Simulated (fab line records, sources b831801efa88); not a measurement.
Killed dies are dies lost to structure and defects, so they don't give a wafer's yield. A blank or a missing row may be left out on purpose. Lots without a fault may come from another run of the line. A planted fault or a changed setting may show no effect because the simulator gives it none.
Chamber matching | flow sky130 | SKY_POLY_GATE_ETCH_16 on rie_diel-01: 4 sister chambers
The step etches Si3N4 in CH3F/O2, stops on poly-Si, time 147.5 s, target depth 75 nm. 14 wafers are shown with their chamber, then 7 later ones without.

WAFERS WITH THEIR CHAMBER
wafer  | chamber | drypump_motor_current_A (A) | oes_product_au (a.u.) | throttle_valve_pct (%)
L620.2 | 2       | 4.9                         | 0.636                 | 10.532
L620.3 | 3       | 5.1                         | 0.643                 | 10.538
L620.4 | 1       | 5.6                         | 0.642                 | 10.545
L625.2 | 0       | 6.0                         | 0.635                 | 10.535
L625.4 | 1       | 5.6                         | 0.645                 | 10.550
L625.6 | 2       | 4.9                         | 0.638                 | 10.537
L628.1 | 2       | 4.9                         | 0.643                 | 10.548
L628.3 | 3       | 5.2                         | 0.646                 | 10.518
L628.5 | 2       | 4.9                         | 0.643                 | 10.547
L629.2 | 2       | 4.9                         | 0.636                 | 10.528
L629.4 | 0       | 5.9                         | 0.638                 | 10.536
L629.6 | 3       | 5.1                         | 0.645                 | 10.544
L631.1 | 0       | 6.0                         | 0.638                 | 10.526
L631.4 | 1       | 5.6                         | 0.645                 | 10.542

SIGNATURES (means of the wafers above)
reading                 | chamber 0 | chamber 1 | chamber 2 | chamber 3 | scatter within a chamber
drypump_motor_current_A | 5.967     | 5.600     | 4.900     | 5.133     | 0.0365
oes_product_au          | 0.63700   | 0.64400   | 0.63920   | 0.64467   | 0.0026
throttle_valve_pct      | 10.53233  | 10.54567  | 10.53840  | 10.53333  | 0.00884
Rule: a wafer's distance from a chamber is the root of the sum, over the readings, of the square of ((its reading less the chamber's mean) divided by the reading's scatter). The wafer belongs to the nearest chamber; if the next one is less than 2 further off, it can't be placed. The scatter: the root of (the sum of the squares of (reading less its chamber's mean) over the shown wafers, divided by (wafers less chambers)).

WAFERS WITHOUT THEIR CHAMBER
wafer  | drypump_motor_current_A (A) | oes_product_au (a.u.) | throttle_valve_pct (%)
L631.5 | 5.6                         | 0.643                 | 10.542
L632.3 | 5.6                         | 0.638                 | 10.524
L632.4 | 4.9                         | 0.642                 | 10.518
L632.5 | 5.9                         | 0.633                 | 10.553
L639.1 | 6.0                         | 0.648                 | 10.534
L639.5 | 5.9                         | 0.637                 | 10.526
L639.6 | 4.9                         | 0.638                 | 10.532

WHICH CHAMBER EACH WENT THROUGH
wafer  | from the rows above | in truth
L631.5 | 1                   | 1
L632.3 | 1                   | 1
L632.4 | 2                   | 2
L632.5 | 0                   | 0
L639.1 | 0                   | 0
L639.5 | 0                   | 0
L639.6 | 2                   | 2
Placed correctly: 7 of 7. Can't be placed from these rows: 0. Placed wrongly: 0.
